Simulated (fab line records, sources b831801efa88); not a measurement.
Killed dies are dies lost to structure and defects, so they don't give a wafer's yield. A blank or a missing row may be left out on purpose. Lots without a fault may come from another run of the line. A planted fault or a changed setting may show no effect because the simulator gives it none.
fab line records | flow sky130
record lots=12 wafers=36 last_day=50
route steps=708 shown VIA3@593 VIA4@659 METAL5@664 PAD_OPEN@708
lots that met no fault: from a run of the same line without faults
start_h: hours from the record's first day to the start of the lot's first wafer shown | wait_h: hours since the lot's step before | " the same as in the row above | L1.1+2: a row that stands for several wafers | - no value, or no start given | * or withheld: withheld | < > ~ a bound
route shown NAME@n: a module of which the file shows steps, and the number in the route of the first | usual: mean/standard deviation of fault-free wafers | same: alike in all rows | chamber/n: place in a boat | sites: the reading at each site | _std_site: their standard deviation | _edge_site: outer sites' mean less inner sites' | radius_mm: how far each site lies from the wafer's centre | mask NAME#n: copy n | behind: the tool/chamber that last shaped the wafer | hold: why the lot was held/for how many hours/how that ended | device: the transistor (n, p or np) that didn't switch | end of line: the same wafers' tests at the end of the route | a step without rows: its recipe alone | killed: dies lost to structure and defects at the first sort, not the wafer's yield | map: a wafer's dies, x killed, . not, _ none there
set.NAME: the setting as run; set.NAME@STEP: as run at that earlier step | model.NAME: the simulator's own value behind a step, which no gauge read
steps of the route over a sample of lots; a table a step, a row a wafer
services: from which hour (start_h, from the record's first day; less than 0 if before it) a tool's chamber was out of use, for how many hours, and why
## steps
# step SKY_VIA3_SPUTTER_20
# recipe material=TiN target_thk_nm=20 chamber_pressure_pa=5 power_w=4000 time_s=80
# usual throttle_valve_pct=30.1/1.2
# same time_s=80
# columns lot.wafer tool chamber start_h wait_h throttle_valve_pct
L645.3 pvd_sputter-03 - 929.42 0.0 30.2
L645.4 " - " " 29.9
L645.5 " - " " 31.4
L647.1 pvd_sputter-04 - 942.23 0.0 32.4
L647.5 " - " " 28.6
L647.6 " - " " 32.4
L648.2 pvd_sputter-03 - 952.55 0.0 29.8
L648.3 " - " " 29.6
L648.5 " - " " 30.8
L649.1 pvd_sputter-01 - 966.46 0.0 30.0
L649.4 " - " " 30.9
L649.5 " - " " 29.9
L650.1 pvd_sputter-01 - 968.76 0.0 31.0
L650.2 " - " " 29.5
L650.6 " - " " 30.0
L654.1 pvd_sputter-03 - 1003.06 0.0 29.9
L654.2 " - " " 31.2
L654.3 " - " " 29.6
L658.2 pvd_sputter-01 - 1022.39 0.0 31.1
L658.4 " - " " 29.7
L658.6 " - " " 31.3
L660.2 pvd_sputter-04 - 1045.34 0.0 32.1
L660.3 " - " " 29.2
L660.5 " - " " 29.2
L663.3 pvd_sputter-03 - 1061.67 0.0 29.6
L663.5 " - " " 29.8
L663.6 " - " " 31.1
L664.2 pvd_sputter-04 - 1064.09 0.0 28.8
L664.3 " - " " 29.3
L664.5 " - " " 29.5
L667.1 pvd_sputter-03 - 1078.61 0.0 29.6
L667.2 " - " " 31.5
L667.5 " - " " 31.2
L668.1 pvd_sputter-04 - 1085.55 0.0 32.3
L668.2 " - " " 27.2
L668.4 " - " " 27.3
# step SKY_VIA4_THK_MEAS_20
# recipe thk_meas_gauge=xrf reads=W_of_VIA4_CVD_18
# usual VIA4_W_THK=512/11
# columns lot.wafer tool chamber start_h wait_h VIA4_W_THK[nm]
L645.3 film_metro-03 - 1005.70 0.1 508
L645.4 " - " " 510
L645.5 " - " " 511
L647.1 film_metro-04 - 1019.32 0.1 530
L647.5 " - " " 530
L647.6 " - " " 505
L648.2 film_metro-04 - 1027.43 0.1 512
L648.3 " - " " 514
L648.5 " - " " 528
L649.1 film_metro-03 - 1041.36 0.1 507
L649.4 " - " " 509
L649.5 " - " " 506
L650.1 film_metro-02 - 1045.20 0.1 505
L650.2 " - " " 513
L650.6 " - " " 504
L654.1 film_metro-03 - 1073.18 0.1 507
L654.2 " - " " 509
L654.3 " - " " 512
L658.2 film_metro-04 - 1091.31 0.1 504
L658.4 " - " " 509
L658.6 " - " " 507
L660.2 film_metro-04 - 1111.66 0.1 499
L660.3 " - " " 510
L660.5 " - " " 504
L663.3 film_metro-03 - 1127.96 0.1 507
L663.5 " - " " 514
L663.6 " - " " 527
L664.2 film_metro-02 - 1129.56 0.1 507
L664.3 " - " " 530
L664.5 " - " " 512
L667.1 film_metro-03 - 1141.34 0.1 514
L667.2 " - " " 513
L667.5 " - " " 508
L668.1 film_metro-03 - 1149.10 0.1 526
L668.2 " - " " 509
L668.4 " - " " 506
# step SKY_METAL5_SPUTTER_03
# recipe material=Ti target_thk_nm=5 power_w=3000 time_s=3.3 chamber_pressure_pa=0.4
# usual throttle_valve_pct=30.1/1.1
# same time_s=3.3
# columns lot.wafer tool chamber start_h wait_h throttle_valve_pct
L645.3 pvd_sputter-03 - 1006.14 0.0 31.1
L645.4 " - " " 30.0
L645.5 " - " " 30.2
L647.1 pvd_sputter-04 - 1019.78 0.0 28.9
L647.5 " - " " 29.3
L647.6 " - " " 27.3
L648.2 pvd_sputter-01 - 1027.95 0.0 31.1
L648.3 " - " " 31.3
L648.5 " - " " 31.0
L649.1 pvd_sputter-01 - 1041.82 0.0 31.0
L649.4 " - " " 29.7
L649.5 " - " " 30.2
L650.1 pvd_sputter-03 - 1045.66 0.0 29.7
L650.2 " - " " 30.0
L650.6 " - " " 29.6
L654.1 pvd_sputter-01 - 1073.64 0.0 31.1
L654.2 " - " " 29.9
L654.3 " - " " 30.9
L658.2 pvd_sputter-04 - 1091.76 0.0 32.4
L658.4 " - " " 28.5
L658.6 " - " " 28.6
L660.2 pvd_sputter-04 - 1112.30 0.0 28.8
L660.3 " - " " 27.1
L660.5 " - " " 29.2
L663.3 pvd_sputter-01 - 1128.41 0.0 31.0
L663.5 " - " " 31.0
L663.6 " - " " 29.9
L664.2 pvd_sputter-01 - 1130.02 0.0 31.1
L664.3 " - " " 30.2
L664.5 " - " " 29.8
L667.1 pvd_sputter-03 - 1141.85 0.0 29.5
L667.2 " - " " 30.3
L667.5 " - " " 29.8
L668.1 pvd_sputter-03 - 1149.56 0.0 29.5
L668.2 " - " " 31.4
L668.4 " - " " 29.8
# step SKY_METAL5_STRIP_16
# recipe chemistry=O2/N2 power_w=1400 pressure_mtorr=1500 platen_temp_c=withheld o2_flow_sccm=3000 n2_flow_sccm=300 overash_fraction=0.5
# usual chamber_pressure_mTorr=1500.0/1.4 drypump_motor_current_A=5.8/0.42 oes_product_au=0.710/0.0047 strip_time_to_endpoint_s=13.08/0.19
# same overash_fraction=0.5
# columns lot.wafer tool chamber start_h wait_h chamber_pressure_mTorr drypump_motor_current_A oes_product_au rf_hours_counter_h strip_time_to_endpoint_s
L645.3 plasma_asher-04 1 1028.95 0.1 1499.9 4.8 0.714 - 12.94
L645.4 " 0 " " 1500.2 6.4 0.709 - 12.86
L645.5 " 0 " " 1498.7 6.4 0.703 - 12.85
L647.1 plasma_asher-01 1 1042.46 0.2 1500.2 5.6 0.716 92 13.25
L647.5 " 1 " " 1499.2 5.6 0.704 - 13.25
L647.6 " 0 " " 1499.1 5.8 0.713 - 12.84
L648.2 plasma_asher-03 0 1050.58 0.3 1499.7 5.6 0.702 123 12.88
L648.3 " 1 " " 1500.3 6.2 0.711 - 12.78
L648.5 " 0 " " 1497.6 5.7 0.707 - 12.84
L649.1 plasma_asher-04 0 1064.04 0.4 1499.7 6.4 0.712 68 12.74
L649.4 " 1 " " 1500.3 4.9 0.707 - 12.73
L649.5 " 1 " " 1498.7 4.8 0.709 - 12.77
L650.1 plasma_asher-01 0 1067.59 0.4 1498.7 5.8 0.710 95 12.84
L650.2 " 1 " " 1497.5 5.6 0.711 95 12.79
L650.6 " 1 " " 1500.9 5.6 0.705 - 12.89
L654.1 plasma_asher-03 0 1095.41 0.2 1499.1 5.6 0.711 3 12.88
L654.2 " 1 " " 1500.1 6.2 0.698 3 13.25
L654.3 " 1 " " 1499.6 6.2 0.710 - 13.24
L658.2 plasma_asher-03 1 1112.37 0.2 1499.7 6.2 0.703 5 13.23
L658.4 " 1 " " 1501.8 6.2 0.711 - 13.48
L658.6 " 0 " " 1499.2 5.6 0.702 - 13.25
L660.2 plasma_asher-01 1 1132.14 0.2 1497.7 5.6 0.715 101 13.25
L660.3 " 1 " " 1500.8 5.6 0.716 - 12.99
L660.5 " 1 " " 1499.7 5.6 0.711 - 13.18
L663.3 plasma_asher-04 0 1147.86 0.1 1499.2 6.4 0.715 - 13.29
L663.5 " 0 " " 1499.3 6.4 0.711 - 13.24
L663.6 " 1 " " 1499.0 4.8 0.710 - 13.19
L664.2 plasma_asher-03 1 1149.07 0.2 1498.7 6.2 0.709 8 13.21
L664.3 " 0 " " 1499.7 5.7 0.717 - 13.30
L664.5 " 0 " " 1500.5 5.7 0.713 - 13.24
L667.1 plasma_asher-03 0 1160.68 0.2 1499.9 5.7 0.714 9 13.23
L667.2 " 1 " " 1501.0 6.2 0.699 9 13.22
L667.5 " 0 " " 1501.3 5.7 0.703 - 13.25
L668.1 plasma_asher-01 0 1167.07 0.2 1498.3 5.8 0.711 104 13.05
L668.2 " 1 " " 1503.0 5.7 0.709 104 13.00
L668.4 " 0 " " 1502.5 5.8 0.714 - 13.12
# step SKY_PAD_OPEN_PROBE_99
# usual defect_limited_yield=82.3/2 killed_at_M0_to_M3=45/7.5 killed_at_M4_up=3.2/1.8 killed_at_contacts=24/4.9 killed_at_front_end=15/4.4 killed_at_other=0.3/0.54 killed_dies=87/9.8 killed_open=47/6.4 killed_short=40/6.5 sort_bin_3_pad_short=0.9/0.44 sort_bin_5_function=10.5/1.5 sort_bin_6_memory=6.3/1.2 sort_n_pass=405/9.8 sort_yield_pct=82.3/2
# same gross_dies=492 killed_at_back_side=0 sort_bin_4_leakage[%]=0 sort_bin_8_speed[%]=0
# columns lot.wafer tool chamber start_h wait_h defect_limited_yield[%] killed_at_M0_to_M3 killed_at_M4_up killed_at_contacts killed_at_front_end killed_at_other killed_dies killed_open killed_short sort_bin_3_pad_short[%] sort_bin_5_function[%] sort_bin_6_memory[%] sort_n_pass sort_yield_pct[%]
L648.2 prober-02 - 1096.70 0.1 82.7 45 6 20 14 0 85 47 38 1.0 11.0 5.3 407 82.7
L648.3 prober-02 - 1096.75 0.2 84.8 36 2 17 20 0 75 43 32 0.8 10.0 4.5 417 84.8
L648.5 prober-02 - 1096.85 0.2 78.3 47 4 28 28 0 107 60 47 0.8 10.4 10.6 385 78.3
L654.1 prober-02 - 1138.86 0.1 77.2 67 3 28 14 0 112 63 49 1.4 13.2 8.1 380 77.2
L654.2 prober-02 - 1138.91 0.1 80.3 55 7 24 11 0 97 56 41 1.6 11.6 6.5 395 80.3
L654.3 prober-02 - 1138.96 0.2 81.1 51 4 25 12 1 93 54 39 0.8 10.8 7.3 399 81.1
L658.2 prober-02 - 1153.69 0.1 76.8 74 4 25 11 0 114 51 30 1.6 14.8 6.7 378 76.8
L658.4 prober-02 - 1153.79 0.2 79.1 59 5 23 14 2 103 51 35 1.0 13.2 6.7 389 79.1
L658.6 prober-02 - 1153.89 0.2 74.6 78 7 25 15 0 125 59 38 1.8 18.1 5.5 367 74.6
L668.1 prober-01 - 1202.96 0.1 81.9 42 3 31 13 0 89 52 36 0.6 11.2 6.3 403 81.9
L668.2 prober-01 - 1203.01 0.1 84.1 41 0 28 8 1 78 38 40 1.6 9.8 4.5 414 84.1
L668.4 prober-01 - 1203.11 0.2 83.5 41 2 19 19 0 81 41 40 0.8 10.8 4.9 411 83.5
# killed by level:class
L648.2 VIA1:geometric_particle:open=14 VIA2:geometric_particle:open=8 LI_CONTACT:geometric_particle:open=7 FIELD_ISO:geometric_particle:short=5 VIA1:geometric_particle:short=5 CONTACT:geometric_particle:open=4 CONTACT:geometric_particle:short=4 METAL3:geometric_particle:short=4
L648.3 VIA1:geometric_particle:open=12 CONTACT:geometric_particle:open=6 VIA3:geometric_particle:open=6 FIELD_ISO:geometric_particle:short=5 POLY_GATE:geometric_particle:short=5 LI_CONTACT:geometric_particle:open=4 CONTACT:geometric_particle:short=4 VIA2:geometric_particle:open=4
L648.5 POLY_GATE:geometric_particle:open=9 CONTACT:geometric_particle:open=9 VIA1:geometric_particle:open=8 FIELD_ISO:geometric_particle:open=7 VIA1:geometric_particle:short=6 METAL1:geometric_particle:short=6 VIA2:geometric_particle:open=6 LI_CONTACT:geometric_particle:open=5
L654.1 VIA1:geometric_particle:open=13 LI_CONTACT:geometric_particle:open=11 VIA1:geometric_particle:short=11 VIA2:geometric_particle:open=11 CONTACT:geometric_particle:open=8 VIA3:geometric_particle:open=7 METAL2:geometric_particle:short=7 METAL1:geometric_particle:short=7
L654.2 VIA1:geometric_particle:open=13 CONTACT:geometric_particle:open=8 VIA2:geometric_particle:open=7 LI_CONTACT:geometric_particle:open=6 VIA1:geometric_particle:short=6 METAL1:geometric_particle:short=6 VIA3:geometric_particle:open=6 METAL4:geometric_particle:short=5
L654.3 VIA2:geometric_particle:open=13 VIA1:geometric_particle:open=10 CONTACT:geometric_particle:open=8 VIA1:geometric_particle:short=8 LI_CONTACT:geometric_particle:short=7 POLY_GATE:geometric_particle:open=5 LI_CONTACT:geometric_particle:open=5 METAL2:geometric_particle:short=5
L658.2 VIA3:unspecified=32 LI_CONTACT:geometric_particle:open=11 VIA1:geometric_particle:open=8 CONTACT:geometric_particle:open=8 METAL1:geometric_particle:short=6 VIA3:geometric_particle:open=6 METAL2:geometric_particle:short=5 METAL1:geometric_particle:open=4
L658.4 VIA3:unspecified=16 CONTACT:geometric_particle:open=9 VIA3:geometric_particle:open=9 VIA1:geometric_particle:open=7 POLY_GATE:geometric_particle:open=6 LOCAL_INTERCONNECT:geometric_particle:short=6 VIA2:geometric_particle:open=6 METAL2:geometric_particle:short=5
L658.6 VIA3:unspecified=28 VIA1:geometric_particle:open=15 VIA2:geometric_particle:open=10 CONTACT:geometric_particle:open=9 FIELD_ISO:geometric_particle:open=7 LI_CONTACT:geometric_particle:open=6 METAL4:geometric_particle:short=6 FIELD_ISO:geometric_particle:short=4
L668.1 CONTACT:geometric_particle:open=16 VIA1:geometric_particle:open=13 METAL2:geometric_particle:short=6 CONTACT:geometric_particle:short=6 VIA2:geometric_particle:open=6 LI_CONTACT:geometric_particle:open=5 VIA1:geometric_particle:short=5 VIA2:geometric_particle:short=5
L668.2 CONTACT:geometric_particle:open=9 VIA2:geometric_particle:open=9 LI_CONTACT:geometric_particle:open=7 METAL1:geometric_particle:short=7 VIA1:geometric_particle:open=7 CONTACT:geometric_particle:short=6 METAL2:geometric_particle:short=6 METAL3:geometric_particle:short=4
L668.4 VIA1:geometric_particle:open=8 POLY_GATE:geometric_particle:open=7 VIA3:geometric_particle:open=6 CONTACT:geometric_particle:short=5 VIA1:geometric_particle:short=4 FIELD_ISO:geometric_particle:short=4 POLY_GATE:geometric_particle:short=4 METAL3:geometric_particle:short=4
## services
# columns tool chamber start_h hours kind
pvd_sputter-04 - 935.92 1.0 repair
pvd_sputter-03 - 961.68 3.2 repair
plasma_asher-01 - 964.50 1.1 repair
plasma_asher-03 - 965.68 0.8 repair
plasma_asher-04 - 981.31 8.4 pm
pvd_sputter-03 - 996.32 3.9 repair
pvd_sputter-03 1 1006.20 - consumable_replace:kit
pvd_sputter-03 1 1006.20 18.0 scheduled_down
pvd_sputter-03 1 1006.20 18.0 vent_cycle
pvd_sputter-03 - 1021.40 2.0 repair
pvd_sputter-01 - 1031.02 10.1 repair
plasma_asher-03 - 1055.25 9.0 pm
plasma_asher-03 - 1056.17 1.4 repair
pvd_sputter-01 2 1064.77 - consumable_replace:kit
pvd_sputter-01 2 1064.77 18.0 scheduled_down
pvd_sputter-04 - 1070.35 13.2 repair
pvd_sputter-03 - 1091.30 2.6 repair
pvd_sputter-01 - 1091.68 1.6 repair
plasma_asher-04 - 1098.30 3.9 repair
plasma_asher-01 - 1140.98 2.8 pm
pvd_sputter-03 0 1143.48 - consumable_replace:kit
pvd_sputter-03 0 1143.48 18.0 scheduled_down
pvd_sputter-03 0 1143.48 18.0 vent_cycle
pvd_sputter-01 - 1150.96 3.3 repair
## key
first_sign step=SKY_PAD_OPEN_PROBE_99 reading=killed_at_M0_to_M3 direction=up sigmas=3.4 usual=45 struck=70
effect step=SKY_PAD_OPEN_PROBE_99 reading=sort_bin_5_function direction=up sigmas=3.3 usual=10.5 struck=15.4 wafers_moved=2
met_at SKY_VIA3_SPUTTER_20
struck_lots L658
not_acting_at SKY_VIA4_THK_MEAS_20,SKY_METAL5_SPUTTER_03,SKY_METAL5_STRIP_16
onset_between 968.76 1022.39
fault kind=chamber_particle_source tool=pvd_sputter-01 chamber=- onset_h=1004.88 steps=SKY_VIA3_SPUTTER_20 rate_per_visit_cm2=0.49072 end_h=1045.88
